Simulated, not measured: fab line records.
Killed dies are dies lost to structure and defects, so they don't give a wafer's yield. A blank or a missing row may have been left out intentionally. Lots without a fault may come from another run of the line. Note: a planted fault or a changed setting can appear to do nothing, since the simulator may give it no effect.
Comparing a struck lot with a sound one + flow sky130 + 15 steps out of a route of 708
Sound: the wafers L117.2, L117.4, L117.6. Wafers L121.2, L121.4, L121.6 were the ones struck. The cause is named last.
Each step with rows lists, per side, the tool, then ch with its chambers, then its first start. Under that, the readings that differ: sound wafers + struck wafers + difference of the means + sigmas: that difference in standard deviations of wafers without a fault.
alike: readings with means less than 2 such deviations apart, plus words and numbers identical on both sides. not compared: withheld readings, readings lacking a value on some wafer, bounds such as >300 that could conceal the same value, and numbers that have no deviation in the record and whose values overlap.
Wherever a step has rows on one side only, a row that says differs or no value, or a row with sigmas, the two part there. Numbers that have no deviation but don't overlap get no sigmas and don't part them. A reading missing from all wafers of one side parts the sides only when that side holds two or more wafers.

SKY_VIA3_CMP_02: polishes SiO2.
  sound on cmp-02 ch 1,2, day 42 04:07; struck on cmp-01 ch 1,3, day 44 05:11
  alike: edge_zone_pressure_frac, motor_current_A, slurry_flow_ml_min
SKY_VIA3_BOW_MEAS_03:
  sound on film_metro-02, day 42 04:26; struck on film_metro-03, day 44 05:27
| reading       | sound    | struck   | difference | sigmas |
|---------------|----------|----------|------------|--------|
| VIA3_BOW (um) | 78 69 72 | 91 94 85 | +17        | +2     |
then, 8 steps without rows for these wafers: SKY_VIA3_DEHYDRATE_04 (time 60 s); SKY_VIA3_HMDS_05 (prime time 60 s); SKY_VIA3_COAT_06 (resist thk 60 nm); SKY_VIA3_COAT_07 (resist thk 450 nm); SKY_VIA3_SOFTBAKE_08 (time 90 s); SKY_VIA3_EXPOSE_09 (exposes mask VIM3, target cd 200 nm); SKY_VIA3_PEB_10; SKY_VIA3_DEVELOP_11 (develop time 60 s).
SKY_VIA3_CD_MEAS_12: target cd 200 nm.
  sound on cd_sem-01, day 43 04:17; struck on cd_sem-02, day 45 03:01
  alike: cd_nm
SKY_VIA3_OVL_MEAS_13:
  sound on overlay-02, day 43 04:23; struck on overlay-01, day 45 03:08
  alike: VIA3_OVL
SKY_VIA3_ETCH_14: etches BARC in N2/H2, stops on SiO2, time 45.9 s, target depth 60 nm.
  sound on rie_diel-01 ch 0,3, day 43 04:25; struck on rie_diel-01 ch 0,1, day 45 03:10
| reading    | sound            | struck            | difference | sigmas |
|------------|------------------|-------------------|------------|--------|
| bias_w (W) | 100.0 99.5 100.0 | 102.7 102.7 102.7 | +2.9       | +9     |
  alike: drypump_motor_current_A, oes_product_au, throttle_valve_pct
  not compared: rf_hours_counter_h
SKY_VIA3_ETCH_15: etches SiO2 in C4F8/O2/Ar, stops on TiN, target depth 507 nm, time 78 s.
  sound on rie_diel-01 ch 0,3, day 43 04:28; struck on rie_diel-01 ch 0,1, day 45 03:12
  alike: bias_w, oes_product_au
  not compared: rf_hours_counter_h
-- the record jumps here: 5 days lie between the struck wafers' starts before and after (it left off in module VIA3 and takes up again in module PAD_OPEN, whose first step shown is number 708 of the route) --
SKY_PAD_OPEN_PROBE_99:
  sound on prober-01, day 48 18:26; struck on prober-01, day 50 07:19
  alike: defect_limited_yield, killed_at_M0_to_M3, killed_at_M4_up, killed_at_contacts, killed_at_front_end, killed_at_other, killed_dies, killed_open, killed_short, sort_bin_3_pad_short, sort_bin_5_function, sort_bin_6_memory, sort_n_pass, sort_yield_pct

## WHERE THEY PART
First at SKY_VIA3_BOW_MEAS_03; last, within this record, at SKY_VIA3_ETCH_14. Later steps at which nothing parts them and some readings are alike: SKY_VIA3_ETCH_15, SKY_PAD_OPEN_PROBE_99.

WHY: the cause the simulator had injected
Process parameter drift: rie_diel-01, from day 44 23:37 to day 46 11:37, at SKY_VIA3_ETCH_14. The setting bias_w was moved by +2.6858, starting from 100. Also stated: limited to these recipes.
